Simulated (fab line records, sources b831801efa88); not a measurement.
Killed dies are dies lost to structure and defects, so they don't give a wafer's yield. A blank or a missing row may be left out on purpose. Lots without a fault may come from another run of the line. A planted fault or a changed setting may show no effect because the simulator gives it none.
fab line records | flow sky130
record lots=6 wafers=18 last_day=50
route steps=708 shown VIA4@653 METAL5@661 PASSIVATION@681 PAD_OPEN@694
lots that met no fault: from a run of the same line without faults
start_h: hours from the record's first day to the start of the lot's first wafer shown | wait_h: hours since the lot's step before | " the same as in the row above | L1.1+2: a row that stands for several wafers | - no value, or no start given | * or withheld: withheld | < > ~ a bound
route shown NAME@n: a module of which the file shows steps, and the number in the route of the first | usual: mean/standard deviation of fault-free wafers | same: alike in all rows | chamber/n: place in a boat | sites: the reading at each site | _std_site: their standard deviation | _edge_site: outer sites' mean less inner sites' | radius_mm: how far each site lies from the wafer's centre | mask NAME#n: copy n | behind: the tool/chamber that last shaped the wafer | hold: why the lot was held/for how many hours/how that ended | device: the transistor (n, p or np) that didn't switch | end of line: the same wafers' tests at the end of the route | a step without rows: its recipe alone | killed: dies lost to structure and defects at the first sort, not the wafer's yield | map: a wafer's dies, x killed, . not, _ none there
set.NAME: the setting as run; set.NAME@STEP: as run at that earlier step | model.NAME: the simulator's own value behind a step, which no gauge read
lots at some steps of the route; a table a step, a row a wafer
services: from which hour (start_h, from the record's first day; less than 0 if before it) a tool's chamber was out of use, for how many hours, and why
## steps
# step SKY_VIA4_STRIP_14
# recipe chemistry=post_etch_residue_remover time_s=1200 temp_c=72.5
# step SKY_VIA4_CLEAN_15
# recipe chemistry=IPA time_s=180 temp_c=25
# step SKY_VIA4_CLEAN_16
# recipe chemistry=O3/DIW dry=n2_spin
# step SKY_VIA4_SPUTTER_17
# recipe material=TiN target_thk_nm=20 chamber_pressure_pa=5 power_w=4000 time_s=80
# usual throttle_valve_pct=29.9/1.6
# columns lot.wafer tool chamber start_h wait_h throttle_valve_pct
L975.1 pvd_sputter-03 - 1045.68 0.0 32.0
L975.2 " - " " 27.4
L975.5 " - " " 27.3
L976.2 pvd_sputter-03 - 1054.61 0.0 32.0
L976.3 " - " " 29.2
L976.4 " - " " 27.4
L978.1 pvd_sputter-04 - 1076.75 0.0 30.7
L978.4 " - " " 28.5
L978.6 " - " " 31.4
L982.1 pvd_sputter-04 - 1103.14 0.0 30.9
L982.2 " - " " 31.4
L982.5 " - " " 30.7
L984.3 pvd_sputter-04 - 1104.61 0.0 28.1
L984.4 " - " " 31.6
L984.6 " - " " 28.3
L990.1 pvd_sputter-03 - 1136.10 0.0 27.9
L990.3 " - " " 31.9
L990.4 " - " " 29.3
# step SKY_VIA4_CVD_18
# recipe material=W target_thk_nm=505 time_s=152.14 temp_c=400 pressure_torr=40
# step SKY_VIA4_RS_MEAS_19
# recipe thk_meas_gauge=four-point-probe reads=W_of_VIA4_CVD_18+TiN_of_VIA4_SPUTTER_17
# usual VIA4_W_RS=0.2271/0.002
# columns lot.wafer tool chamber start_h wait_h VIA4_W_RS[ohm/sq]
L975.1 film_metro-02 - 1045.89 0.1 0.2287
L975.2 " - " " 0.2286
L975.5 " - " " 0.2277
L976.2 film_metro-02 - 1054.84 0.1 0.2270
L976.3 " - " " 0.2280
L976.4 " - " " 0.2282
L978.1 film_metro-02 - 1076.96 0.1 0.2294
L978.4 " - " " 0.2259
L978.6 " - " " 0.2303
L982.1 film_metro-02 - 1103.50 0.3 0.2288
L982.2 " - " " 0.2268
L982.5 " - " " 0.2257
L984.3 film_metro-02 - 1104.86 0.1 0.2252
L984.4 " - " " 0.2237
L984.6 " - " " 0.2247
L990.1 film_metro-04 - 1136.31 0.1 0.2237
L990.3 " - " " 0.2259
L990.4 " - " " 0.2247
# step SKY_VIA4_THK_MEAS_20
# recipe thk_meas_gauge=xrf reads=W_of_VIA4_CVD_18
# usual VIA4_W_THK=492/5.2
# columns lot.wafer tool chamber start_h wait_h VIA4_W_THK[nm]
L975.1 film_metro-02 - 1046.01 0.1 488
L975.2 " - " " 487
L975.5 " - " " 488
L976.2 film_metro-02 - 1054.95 0.1 490
L976.3 " - " " 491
L976.4 " - " " 486
L978.1 film_metro-02 - 1077.08 0.1 486
L978.4 " - " " 494
L978.6 " - " " 485
L982.1 film_metro-02 - 1103.62 0.1 491
L982.2 " - " " 495
L982.5 " - " " 499
L984.3 film_metro-02 - 1104.96 0.1 498
L984.4 " - " " 499
L984.6 " - " " 496
L990.1 film_metro-04 - 1136.43 0.1 496
L990.3 " - " " 494
L990.4 " - " " 496
# step SKY_VIA4_CMP_21
# recipe stop_on=SiO2 t_overpolish_s=25 down_force_psi=3.5 platen_rpm=60 target_thk_nm=0 pad_velocity_m_s=0.94248
# step SKY_METAL5_SPUTTER_00
# recipe material=Ti target_thk_nm=15 power_w=3000 time_s=10 chamber_pressure_pa=0.4
# step SKY_METAL5_SPUTTER_01
# recipe material=TiN target_thk_nm=20 power_w=6500 time_s=16.7 chamber_pressure_pa=0.4
# step SKY_METAL5_SPUTTER_02
# recipe material=AlCu target_thk_nm=1150 power_w=10770 time_s=61.2 chamber_pressure_pa=0.4
# step SKY_METAL5_SPUTTER_03
# recipe material=Ti target_thk_nm=5 power_w=3000 time_s=3.3 chamber_pressure_pa=0.4
# usual throttle_valve_pct=29.8/1.4
# columns lot.wafer tool chamber start_h wait_h throttle_valve_pct
L975.1 pvd_sputter-01 - 1046.47 0.0 29.5
L975.2 " - " " 29.4
L975.5 " - " " 29.2
L976.2 pvd_sputter-01 - 1055.40 0.0 29.4
L976.3 " - " " 29.9
L976.4 " - " " 29.7
L978.1 pvd_sputter-01 - 1077.54 0.0 29.4
L978.4 " - " " 29.6
L978.6 " - " " 30.3
L982.1 pvd_sputter-02 - 1104.08 0.0 30.6
L982.2 " - " " 30.0
L982.5 " - " " 31.1
L984.3 pvd_sputter-02 - 1105.40 0.0 29.6
L984.4 " - " " 31.1
L984.6 " - " " 29.6
L990.1 pvd_sputter-02 - 1136.89 0.0 29.7
L990.3 " - " " 31.1
L990.4 " - " " 30.1
# step SKY_METAL5_SPUTTER_04
# recipe material=TiN target_thk_nm=70 power_w=6500 time_s=58.3 chamber_pressure_pa=0.4
# usual throttle_valve_pct=29.8/1.4
# columns lot.wafer tool chamber start_h wait_h throttle_valve_pct
L975.1 pvd_sputter-01 - 1046.49 0.0 29.5
L975.2 " - " " 29.5
L975.5 " - " " 29.7
L976.2 pvd_sputter-01 - 1055.42 0.0 29.3
L976.3 " - " " 29.9
L976.4 " - " " 29.4
L978.1 pvd_sputter-01 - 1077.56 0.0 29.5
L978.4 " - " " 29.7
L978.6 " - " " 29.9
L982.1 pvd_sputter-02 - 1104.10 0.0 30.7
L982.2 " - " " 29.9
L982.5 " - " " 31.1
L984.3 pvd_sputter-02 - 1105.42 0.0 29.7
L984.4 " - " " 31.2
L984.6 " - " " 29.6
L990.1 pvd_sputter-02 - 1136.91 0.0 29.5
L990.3 " - " " 31.1
L990.4 " - " " 29.9
# step SKY_METAL5_RS_MEAS_05
# recipe thk_meas_gauge=four-point-probe reads=TiN_of_METAL5_SPUTTER_04+Ti_of_METAL5_SPUTTER_03+AlCu_of_METAL5_SPUTTER_02+TiN_of_METAL5_SPUTTER_01+Ti_of_METAL5_SPUTTER_00
# usual METAL5_ALCU_RS=0.02666/0.0003
# columns lot.wafer tool chamber start_h wait_h METAL5_ALCU_RS[ohm/sq]
L975.1 film_metro-02 - 1046.54 0.0 0.02694
L975.2 " - " " 0.02653
L975.5 " - " " 0.0265
L976.2 film_metro-03 - 1055.49 0.0 0.02634
L976.3 " - " " 0.02634
L976.4 " - " " 0.0263
L978.1 film_metro-03 - 1077.61 0.0 0.02623
L978.4 " - " " 0.02596
L978.6 " - " " 0.02605
L982.1 film_metro-01 - 1104.15 0.0 0.0264
L982.2 " - " " 0.02645
L982.5 " - " " 0.02664
L984.3 film_metro-01 - 1105.51 0.1 0.02644
L984.4 " - " " 0.02632
L984.6 " - " " 0.02645
L990.1 film_metro-02 - 1136.96 0.0 0.0266
L990.3 " - " " 0.02673
L990.4 " - " " 0.02673
# step SKY_METAL5_THK_MEAS_06
# recipe thk_meas_gauge=xrf reads=AlCu_of_METAL5_SPUTTER_02
# usual METAL5_ALCU_THK=1163/14
# columns lot.wafer tool chamber start_h wait_h METAL5_ALCU_THK[nm]
L975.1 film_metro-02 - 1046.66 0.1 1152
L975.2 " - " " 1171
L975.5 " - " " 1176
L976.2 film_metro-03 - 1055.60 0.1 1170
L976.3 " - " " 1178
L976.4 " - " " 1172
L978.1 film_metro-03 - 1077.73 0.1 1173
L978.4 " - " " 1189
L978.6 " - " " 1177
L982.1 film_metro-01 - 1104.27 0.1 1176
L982.2 " - " " 1169
L982.5 " - " " 1157
L984.3 film_metro-01 - 1105.61 0.1 1166
L984.4 " - " " 1170
L984.6 " - " " 1169
L990.1 film_metro-02 - 1137.08 0.1 1166
L990.3 " - " " 1167
L990.4 " - " " 1166
# step SKY_METAL5_DEHYDRATE_07
# recipe temp_c=200 time_s=60
# step SKY_METAL5_HMDS_08
# recipe prime_time_s=60 prime_temp_c=120
# step SKY_METAL5_COAT_09
# recipe resist=NOVOLAK spin_rpm=3000 resist_thk_nm=1800
# step SKY_METAL5_SOFTBAKE_10
# recipe temp_c=90 time_s=60 resist=NOVOLAK
# step SKY_METAL5_EXPOSE_11
# recipe mask_id=MM5 na=0.6 source_shape=conventional sigma_outer=0.6 polarization=unpolarized target_cd_nm=1600 dose_mj=190
# step SKY_METAL5_PEB_12
# recipe temp_c=withheld time_s=* resist=NOVOLAK
# step SKY_METAL5_DEVELOP_13
# recipe resist=NOVOLAK developer=TMAH develop_time_s=60 dev_temp_c=23
# step SKY_METAL5_DESCUM_14
# recipe chemistry=O2 source_power_w=150 bias_power_w=0 pressure_mtorr=10 temp_c=40 time_s=11
# usual drypump_motor_current_A=5.9/0.58 he_backside_leak_sccm=3.32/0.24 oes_product_au=1.000/0.0081
# columns lot.wafer tool chamber start_h wait_h drypump_motor_current_A he_backside_leak_sccm oes_product_au rf_hours_counter_h
L975.1 rie_metal-02 1 1068.77 0.1 5.6 3.39 0.998 13
L975.2 " 0 " " 6.2 3.53 1.008 16
L975.5 " 0 " " 6.2 3.39 1.013 -
L976.2 rie_metal-03 1 1076.87 0.1 6.7 3.03 0.995 21
L976.3 " 0 " " 5.1 3.27 0.998 -
L976.4 " 1 " " 6.7 3.41 0.988 -
L978.1 rie_metal-03 0 1098.02 0.1 5.1 3.05 0.999 7
L978.4 " 1 " " 6.8 3.23 0.995 -
L978.6 " 1 " " 6.8 3.25 0.994 -
L982.1 rie_metal-02 1 1124.05 0.1 5.5 3.51 1.007 18
L982.2 " 0 " " 6.3 3.45 1.008 20
L982.5 " 1 " " 5.6 3.54 1.013 -
L984.3 rie_metal-02 0 1125.81 0.1 6.3 3.53 1.004 -
L984.4 " 1 " " 5.6 3.49 0.998 -
L984.6 " 1 " " 5.6 3.56 0.998 -
L990.1 rie_metal-03 1 1155.92 0.1 6.7 3.23 1.000 27
L990.3 " 0 " " 5.1 3.03 1.011 -
L990.4 " 1 " " 6.7 3.10 1.015 -
# step SKY_METAL5_METAL_ETCH_15
# recipe target_depth_a=12600 stop_on=SiO2 over_etch_frac=0.2 time_s=252 chemistry=Cl2/BCl3 resist_sidewall_deg=86 pressure_mtorr=10 icp_w=900 bias_w=48.5 Cl2_flow_sccm=60 bcl3_flow_sccm=30
# step SKY_METAL5_STRIP_16
# recipe chemistry=O2/N2 power_w=1400 pressure_mtorr=1500 platen_temp_c=withheld o2_flow_sccm=3000 n2_flow_sccm=300 overash_fraction=0.5
# step SKY_METAL5_STRIP_17
# recipe chemistry=post_etch_residue_remover time_s=1200 temp_c=72.5
# step SKY_METAL5_CLEAN_18
# recipe chemistry=IPA time_s=180 temp_c=25
# step SKY_METAL5_CLEAN_19
# recipe chemistry=O3/DIW dry=n2_spin
# step SKY_PASSIVATION_CVD_00
# recipe material=SiO2 target_thk_nm=90 temp_c=400 time_s=withheld rf_w=600
# usual heater_power_w=670/88 susceptor_temp_C=400.03/0.23
# columns lot.wafer tool chamber start_h wait_h heater_power_w susceptor_temp_C
L975.1 pecvd-02 2 1070.21 0.0 637 400.46
L975.2 " 1 " " 557 399.83
L975.5 " 2 " " 632 400.72
L976.2 pecvd-02 2 1077.80 0.0 664 400.22
L976.3 " 1 " " 642 399.58
L976.4 " 1 " " 657 400.18
L978.1 pecvd-03 0 1098.92 0.0 739 400.13
L978.4 " 0 " " 733 400.01
L978.6 " 2 " " 826 400.08
L982.1 pecvd-02 1 1124.91 0.0 555 400.11
L982.2 " 0 " " 634 399.77
L982.5 " 2 " " 596 399.76
L984.3 pecvd-03 1 1126.66 0.0 854 400.19
L984.4 " 1 " " 872 400.08
L984.6 " 0 " " 761 399.93
L990.1 pecvd-04 0 1156.86 0.0 661 399.89
L990.3 " 2 " " 643 400.24
L990.4 " 1 " " 724 399.88
# step SKY_PASSIVATION_THK_MEAS_01
# recipe reads=SiO2_of_PASSIVATION_CVD_00
# usual PASSIVATION_CVD_00_THK=89.7/1.1
# columns lot.wafer tool chamber start_h wait_h PASSIVATION_CVD_00_THK[nm]
L975.1 film_metro-03 - 1070.23 - 88.8
L975.2 " - " " 89.0
L975.5 " - " " 91.4
L976.2 film_metro-04 - 1077.83 - 88.5
L976.3 " - " " 88.1
L976.4 " - " " 89.6
L978.1 film_metro-03 - 1098.94 - 87.7
L978.4 " - " " 89.5
L978.6 " - " " 89.8
L982.1 film_metro-03 - 1124.93 - 87.9
L982.2 " - " " 88.7
L982.5 " - " " 91.4
L984.3 film_metro-03 - 1126.70 - 88.2
L984.4 " - " " 88.6
L984.6 " - " " 89.4
L990.1 film_metro-03 - 1156.89 - 90.2
L990.3 " - " " 89.7
L990.4 " - " " 90.4
# step SKY_PASSIVATION_CVD_02
# recipe material=Si3N4 target_thk_nm=540 temp_c=400 time_s=withheld rf_w=450
# usual heater_power_w=753/94 susceptor_temp_C=400.02/0.21
# columns lot.wafer tool chamber start_h wait_h heater_power_w susceptor_temp_C
L975.1 pecvd-03 0 1070.29 0.1 858 399.87
L975.2 " 2 " " 842 400.34
L975.5 " 1 " " 808 399.80
L976.2 pecvd-03 0 1077.88 0.0 895 400.12
L976.3 " 2 " " 750 400.07
L976.4 " 1 " " 863 399.86
L978.1 pecvd-04 1 1099.00 0.1 703 399.97
L978.4 " 0 " " 731 400.15
L978.6 " 2 " " 694 400.07
L982.1 pecvd-03 0 1124.99 0.1 886 400.10
L982.2 " 1 " " 911 399.99
L982.5 " 0 " " 908 399.94
L984.3 pecvd-04 0 1126.74 0.0 695 399.99
L984.4 " 1 " " 709 400.07
L984.6 " 2 " " 770 400.12
L990.1 pecvd-03 1 1156.95 0.1 829 399.90
L990.3 " 0 " " 861 399.75
L990.4 " 2 " " 825 399.93
# step SKY_PASSIVATION_THK_MEAS_03
# recipe reads=Si3N4_of_PASSIVATION_CVD_02
# usual PASSIVATION_CVD_02_THK=540/6.2
# columns lot.wafer tool chamber start_h wait_h PASSIVATION_CVD_02_THK[nm]
L975.1 film_metro-01 - 1070.52 - 532
L975.2 " - " " 536
L975.5 " - " " 544
L976.2 film_metro-01 - 1078.12 - 536
L976.3 " - " " 542
L976.4 " - " " 542
L978.1 film_metro-04 - 1099.23 - 525
L978.4 " - " " 532
L978.6 " - " " 541
L982.1 film_metro-01 - 1125.21 - 543
L982.2 " - " " 531
L982.5 " - " " 554
L984.3 film_metro-03 - 1126.98 - 540
L984.4 " - " " 546
L984.6 " - " " 549
L990.1 film_metro-01 - 1157.17 - 538
L990.3 " - " " 537
L990.4 " - " " 547
# step SKY_PASSIVATION_DEHYDRATE_04
# recipe temp_c=200 time_s=60
# step SKY_PASSIVATION_HMDS_05
# recipe prime_time_s=60 prime_temp_c=120
# step SKY_PASSIVATION_COAT_06
# recipe spin_rpm=2000 resist_thk_nm=3000
# step SKY_PASSIVATION_SOFTBAKE_07
# recipe temp_c=110 time_s=withheld
# step SKY_PASSIVATION_EXPOSE_08
# recipe mask_id=NSM target_cd_nm=3000 na=0.57 dose_mj=260
# step SKY_PASSIVATION_PEB_09
# recipe temp_c=115 time_s=withheld
# step SKY_PASSIVATION_DEVELOP_10
# recipe develop_time_s=60 dev_temp_c=23
# step SKY_PASSIVATION_ETCH_11
# recipe chemistry=CF4/O2 target_depth_nm=725 stop_on=AlCu source_w=800 bias_w=150 pressure_mtorr=150 cf4_flow_sccm=80 O2_flow_sccm=10 time_s=161.1
# step SKY_PASSIVATION_STRIP_12
# recipe chemistry=O2/N2 power_w=1400 pressure_mtorr=1500 platen_temp_c=withheld overash_fraction=0.7 o2_flow_sccm=3000 n2_flow_sccm=300
# step SKY_PAD_OPEN_DEHYDRATE_00
# recipe temp_c=200 time_s=60
# step SKY_PAD_OPEN_PROBE_99
# usual defect_limited_yield=82.6/1.7 killed_at_M0_to_M3=43/6.5 killed_at_M4_up=3.2/1.9 killed_at_contacts=25/5.5 killed_at_front_end=14/4.2 killed_at_other=0.2/0.44 killed_dies=85/8.5 killed_open=47/7 killed_short=39/6.3 sort_bin_3_pad_short=0.9/0.46 sort_bin_5_function=10.3/1.4 sort_bin_6_memory=6.2/1.2 sort_n_pass=407/8.5 sort_yield_pct=82.6/1.7
# same gross_dies=492 killed_at_back_side=0 sort_bin_4_leakage[%]=0 sort_bin_8_speed[%]=0
# columns lot.wafer tool chamber start_h wait_h defect_limited_yield[%] killed_at_M0_to_M3 killed_at_M4_up killed_at_contacts killed_at_front_end killed_at_other killed_dies killed_open killed_short sort_bin_3_pad_short[%] sort_bin_5_function[%] sort_bin_6_memory[%] sort_n_pass sort_yield_pct[%] model.etest.tester.sort_n_pass model.etest.tester.sort_yield_pct model.etest.tester.sort_bin_5_pct model.etest.tester.sort_bin_3_pct
L975.1 prober-01 - 1114.64 0.1 83.5 29 4 36 12 0 81 43 38 0.8 11.0 4.7 411 83.5 411 83.54 10.98 0.813
L975.2 prober-01 - 1114.69 0.1 81.3 38 1 36 17 0 92 52 40 1.8 10.2 6.7 400 81.3 400 81.3 10.16 1.829
L975.5 prober-01 - 1114.84 0.2 83.3 39 2 27 14 0 82 45 37 0.8 10.0 5.9 410 83.3 410 83.33 9.959 0.813
L976.3 prober-02 - 1120.89 0.2 71.1 41 62 26 13 0 142 43 39 3.5 17.7 7.7 350 71.1 350 71.14 17.68 3.455
L978.1 prober-01 - 1141.28 0.1 81.1 40 3 40 10 0 93 59 34 1.0 8.7 9.1 399 81.1 399 81.1 8.74 1.016
L978.4 prober-01 - 1141.43 0.2 83.1 39 5 25 14 0 83 43 40 1.2 10.2 5.5 409 83.1 409 83.13 10.16 1.22
L978.6 prober-01 - 1141.53 0.2 68.5 50 67 23 15 0 155 49 43 3.5 19.7 8.3 337 68.5 337 68.5 19.72 3.455
L982.1 prober-02 - 1164.77 0.1 82.1 37 7 27 17 0 88 43 45 0.2 10.4 7.3 404 82.1 404 82.11 10.37 0.2033
L982.2 prober-02 - 1164.82 0.1 78.5 60 2 26 18 0 106 70 36 0.8 13.8 6.9 386 78.5 386 78.46 13.82 0.813
L982.5 prober-02 - 1164.97 0.2 80.3 51 3 24 18 1 97 45 52 0.4 10.2 9.1 395 80.3 395 80.28 10.16 0.4065
L984.3 prober-02 - 1166.37 0.2 85.4 36 0 21 15 0 72 42 30 0.6 7.9 6.1 420 85.4 420 85.37 7.927 0.6098
L984.4 prober-02 - 1166.42 0.2 80.1 56 2 23 17 0 98 68 30 1.0 11.8 7.1 394 80.1 394 80.08 11.79 1.016
L984.6 prober-02 - 1166.52 0.2 82.3 37 2 27 21 0 87 47 40 1.0 10.4 6.3 405 82.3 405 82.32 10.37 1.016
L990.1 prober-02 - 1193.10 0.1 80.3 44 5 30 18 0 97 50 47 1.6 11.2 6.9 395 80.3 395 80.28 11.18 1.626
L990.3 prober-02 - 1193.20 0.2 80.9 37 1 33 22 1 94 45 49 0.8 13.4 4.9 398 80.9 398 80.89 13.41 0.813
L990.4 prober-02 - 1193.25 0.2 81.5 42 5 30 14 0 91 50 41 1.2 11.6 5.7 401 81.5 401 81.5 11.59 1.22
# killed by level:class
L975.1 CONTACT:geometric_particle:open=16 CONTACT:geometric_particle:short=9 VIA1:geometric_particle:open=8 METAL1:geometric_particle:short=6 LI_CONTACT:geometric_particle:open=5 POLY_GATE:geometric_particle:open=4 VIA2:geometric_particle:open=4 LOCAL_INTERCONNECT:geometric_particle:short=4
L975.2 CONTACT:geometric_particle:open=15 LI_CONTACT:geometric_particle:open=7 VIA1:geometric_particle:open=7 METAL2:geometric_particle:short=6 CONTACT:geometric_particle:short=6 LOCAL_INTERCONNECT:geometric_particle:short=5 METAL1:geometric_particle:short=5 FIELD_ISO:geometric_particle:open=4
L975.5 CONTACT:geometric_particle:open=11 CONTACT:geometric_particle:short=7 VIA3:geometric_particle:open=7 VIA1:geometric_particle:open=5 METAL1:geometric_particle:short=5 POLY_GATE:geometric_particle:short=4 SPACER:geometric_particle:open=4 LI_CONTACT:geometric_particle:open=4
L976.3 METAL5:unspecified=60 VIA2:geometric_particle:open=10 CONTACT:geometric_particle:open=9 METAL2:geometric_particle:short=9 LI_CONTACT:geometric_particle:short=8 VIA1:geometric_particle:open=7 POLY_GATE:geometric_particle:open=5 VIA3:geometric_particle:open=4
L978.1 CONTACT:geometric_particle:open=14 VIA1:geometric_particle:open=13 LI_CONTACT:geometric_particle:open=9 CONTACT:geometric_particle:short=7 VIA3:geometric_particle:open=7 LOCAL_INTERCONNECT:geometric_particle:short=5 VIA2:geometric_particle:open=5 FIELD_ISO:geometric_particle:open=4
L978.4 VIA1:geometric_particle:open=9 LI_CONTACT:geometric_particle:open=8 CONTACT:geometric_particle:open=8 VIA2:geometric_particle:open=6 VIA1:geometric_particle:short=5 VIA3:geometric_particle:open=5 FIELD_ISO:geometric_particle:short=4 METAL1:geometric_particle:short=4
L978.6 METAL5:unspecified=63 VIA3:geometric_particle:open=10 VIA1:geometric_particle:open=8 METAL2:geometric_particle:short=8 LI_CONTACT:geometric_particle:open=7 FIELD_ISO:geometric_particle:short=6 CONTACT:geometric_particle:open=6 VIA2:geometric_particle:open=5
L982.1 CONTACT:geometric_particle:open=10 METAL3:geometric_particle:short=8 LI_CONTACT:geometric_particle:open=7 VIA1:geometric_particle:open=7 FIELD_ISO:geometric_particle:short=5 METAL1:geometric_particle:short=5 VIA1:geometric_particle:short=5 FIELD_ISO:geometric_particle:open=4
L982.2 VIA1:geometric_particle:open=28 CONTACT:geometric_particle:open=12 VIA2:geometric_particle:open=10 VIA1:geometric_particle:short=8 LI_CONTACT:geometric_particle:open=7 POLY_GATE:geometric_particle:open=6 FIELD_ISO:geometric_particle:open=4 POLY_GATE:geometric_particle:short=4
L982.5 CONTACT:geometric_particle:open=13 VIA1:geometric_particle:open=13 VIA1:geometric_particle:short=8 METAL2:geometric_particle:short=8 METAL1:geometric_particle:short=7 POLY_GATE:geometric_particle:short=5 VIA3:geometric_particle:open=4 LOCAL_INTERCONNECT:geometric_particle:short=4
L984.3 CONTACT:geometric_particle:open=13 METAL1:geometric_particle:short=10 VIA1:geometric_particle:open=6 POLY_GATE:geometric_particle:short=5 METAL1:geometric_particle:open=4 VIA2:geometric_particle:open=4 VIA3:geometric_particle:open=4 FIELD_ISO:geometric_particle:open=3
L984.4 VIA3:geometric_particle:open=14 CONTACT:geometric_particle:open=12 VIA2:geometric_particle:open=12 VIA1:geometric_particle:open=10 POLY_GATE:geometric_particle:open=6 LI_CONTACT:geometric_particle:open=6 VIA1:geometric_particle:short=5 POLY_GATE:geometric_particle:short=4
L984.6 CONTACT:geometric_particle:open=12 FIELD_ISO:geometric_particle:open=8 VIA1:geometric_particle:short=8 VIA1:geometric_particle:open=8 LI_CONTACT:geometric_particle:open=6 POLY_GATE:geometric_particle:short=5 METAL2:geometric_particle:short=5 LOCAL_INTERCONNECT:geometric_particle:short=4
L990.1 LI_CONTACT:geometric_particle:open=14 METAL2:geometric_particle:short=8 VIA3:geometric_particle:open=8 POLY_GATE:geometric_particle:short=7 VIA1:geometric_particle:open=7 LOCAL_INTERCONNECT:geometric_particle:short=5 VIA2:geometric_particle:open=5 LI_CONTACT:geometric_particle:short=4
L990.3 LI_CONTACT:geometric_particle:open=11 CONTACT:geometric_particle:open=8 METAL2:geometric_particle:short=7 VIA1:geometric_particle:open=7 POLY_GATE:geometric_particle:short=6 VIA2:geometric_particle:short=6 FIELD_ISO:geometric_particle:open=5 POLY_GATE:geometric_particle:open=5
L990.4 CONTACT:geometric_particle:open=11 LI_CONTACT:geometric_particle:open=9 VIA1:geometric_particle:open=9 METAL1:geometric_particle:short=7 VIA2:geometric_particle:open=6 FIELD_ISO:geometric_particle:open=5 METAL2:geometric_particle:short=5 CONTACT:geometric_particle:short=5
# map L976.3 (x killed, . not)
__________...x......_________
________..x..xx....x.._______
______......x..........._____
_____..x..x........x.....____
____............xxx.x.....___
___xx.......xxxxxxxxx......__
__x....x..x..xxxxxxxxxxxxx.._
_x.....x...xxxxxxxxxxx......x
_...x..x..x.xxxxxxxxxxx..x...
_......x.....xxxxxxxxxx......
_....x.x......xxxxxxx..x.....
_x....x.x.....x.xxx.x.......x
_...xx......x..x.xxx..x...xx.
_..x.........x...xx.x........
_.x..x...x..........x.....x..
__..x..x...................._
___...x....x........x......__
____.........xxx..x..x....___
_____.x....x...x.x....x..____
______.xx...x....x..x..._____
________.x......x....._______
__________x........._________
# map L978.6 (x killed, . not)
__________x....x..xx_________
________....x........._______
______x........xxx......_____
_____.............xx.....____
____x...x......xxxxx.x...x___
___.x..x.xx.....xxxxxx.x.x.__
__x..........xxxxxxxxxxx...._
_x......x...x.xxxxxxxxxxxxx..
_.....x.....xxxxxxxxxxx......
_.xx....x.....xxxxxxxxxxx....
_.......x.x...xxxxxxxxx..x...
_x..xx..x..x.xx.xxxxx......x.
_....xx.......x.x..x.........
_......x..x.x.......x......x.
_......x.x..x..x.x..x.....xx.
__..x......x....x...xx.xxx.._
___..x.........x..x.x...x..__
____...x..x..........xx.x.___
_____......x..x.......x..____
______...x...x.........._____
________...x...x.x...._______
__________.........._________
## services
# columns tool chamber start_h hours kind
pecvd-02 0 1022.34 5.5 scheduled_down
pvd_sputter-03 - 1025.08 1.1 repair
pecvd-02 1 1051.81 5.5 scheduled_down
pvd_sputter-04 3 1055.75 - consumable_replace:kit
pvd_sputter-04 3 1055.75 18.0 scheduled_down
pvd_sputter-04 3 1055.75 18.0 vent_cycle
pvd_sputter-01 3 1083.39 - consumable_replace:kit
pvd_sputter-01 3 1083.39 18.0 scheduled_down
pvd_sputter-01 3 1083.39 18.0 vent_cycle
pecvd-03 - 1095.13 0.5 repair
pvd_sputter-03 1 1107.27 - consumable_replace:kit
pvd_sputter-03 1 1107.27 18.0 scheduled_down
pvd_sputter-03 1 1107.27 18.0 vent_cycle
pvd_sputter-03 - 1108.24 7.5 repair
pvd_sputter-02 3 1110.63 - consumable_replace:kit
pvd_sputter-02 3 1110.63 18.0 scheduled_down
pvd_sputter-02 3 1110.63 18.0 vent_cycle
pvd_sputter-01 - 1111.41 2.5 repair
pvd_sputter-01 - 1111.76 4.6 repair
pecvd-03 - 1113.98 2.8 pm
pecvd-02 - 1127.48 2.8 pm
rie_metal-03 - 1129.22 2.8 pm
pecvd-04 1 1134.33 18.2 repair
pecvd-03 1 1141.26 3.5 repair
## key
first_sign step=SKY_PAD_OPEN_PROBE_99 reading=killed_at_M4_up direction=up sigmas=33 usual=3.2 struck=64.5
effect step=SKY_PAD_OPEN_PROBE_99 reading=defect_limited_yield direction=down sigmas=7.4 usual=82.6 struck=69.8
model_effect step=SKY_PAD_OPEN_PROBE_99 value=etest.tester.sort_n_pass without=396 struck=343.5
met_at SKY_METAL5_SPUTTER_04
struck_wafers L976.3,L978.6
fault kind=chamber_particle_source tool=pvd_sputter-01 chamber=- onset_h=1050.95 steps=SKY_METAL5_SPUTTER_04 rate_per_visit_cm2=1.2789 end_h=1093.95 scope=struck_wafers_only
